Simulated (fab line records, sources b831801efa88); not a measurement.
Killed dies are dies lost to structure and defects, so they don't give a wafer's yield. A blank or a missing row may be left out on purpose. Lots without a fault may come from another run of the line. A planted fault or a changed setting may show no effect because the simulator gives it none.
Problem report in the 8D (eight disciplines) form, filled by code | flow sky130 | the parts of the form that need people (team, actions taken, sign-off) are left out

1. THE PROBLEM
killed_at_contacts at SKY_PAD_OPEN_PROBE_99 reads a mean of 80 on 5 wafers of 3 lots; wafers without a fault read 25 with a standard deviation of 6. That is +9.2 standard deviations from the usual mean.
First seen on wafer L699.6, day 49 04:06, on prober-02. The record holds 39 wafers of 13 lots with a number at this step. Rule for "out", or "out of limits": more than 4 standard deviations from the usual mean. The other wafers with a number count as sound.

2. WHAT IT IS AND WHAT IT IS NOT
question                    | is                                     | is not
which readings at this step | killed_at_contacts                     | killed_at_M4_up, killed_at_front_end, killed_at_other, killed_short
which lots                  | L699, L701, L702                       | L688, L689, L690, L691, L692, L694, L695, L700, L706, L710
which wafers of those lots  | L699.6, L701.4, L701.5, L702.1, L702.4 | L699.1, L699.3, L701.3, L702.3
read on which tools         | prober-01, prober-02                   | -
when                        | from day 49 04:06                      | up to then (26 sound wafers); but 8 sound wafers of L701, L702, L706, L710 came after

3. SUSPECTS, AND WHAT RULES EACH OUT
Counting: a tool at a process step up to the reading stays a suspect if it ran every lot that is out. Sound lots after the first of them don't rule it out here, since some wafers of a struck lot are sound.
- plasma_asher-04 at SKY_CONTACT_STRIP_19 (strips in O2/N2): kept. It ran every lot that is out, first L699 (day 36 00:00); its last sound lot up to then is L694 (day 34 03:14).
- Within plasma_asher-04 at SKY_CONTACT_STRIP_19: the wafers that are out ran in chamber 0; their sound lot-mates ran in chamber 1.
Left after counting: plasma_asher-04 at SKY_CONTACT_STRIP_19.

4. THE CAUSE (what the simulator had put in)
Chamber particle source: plasma_asher-04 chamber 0, from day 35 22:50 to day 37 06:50, at SKY_CONTACT_STRIP_19. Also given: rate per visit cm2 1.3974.
Counting left only this tool.

5. THE CHAIN OF EFFECTS, in route order
Each row: a reading whose mean over the struck wafers that have a number lies more than 3 standard deviations from the usual. Only readings for which the record gives a usual standard deviation are gone through. hours: the time from each lot's start at the first step in this table that gives one to its start at this step, as a median over the lots. sigmas: the change in usual standard deviations.
hours | step                  | reading            | usual | on struck wafers | change | sigmas
0     | SKY_PAD_OPEN_PROBE_99 | killed_at_contacts | 25    | 80               | +55    | +9.2
0     | SKY_PAD_OPEN_PROBE_99 | killed_dies        | 86    | 132              | +46    | +4.8
The process steps in it:
- SKY_PAD_OPEN_PROBE_99

6. WHAT WOULD HAVE CAUGHT IT SOONER
In this record the first reading out of limits was taken at day 49 04:06, 317 hours after the fault began at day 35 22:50.
Of the tool readings at SKY_CONTACT_STRIP_19 for which the record gives a usual standard deviation, none was out on any struck wafer, so an alarm limit of 4 standard deviations on them would not have fired.
All the lots that are out (3) had begun SKY_CONTACT_STRIP_19 on plasma_asher-04 by day 49 04:06. A hold on the tool at that time would have spared none of them.
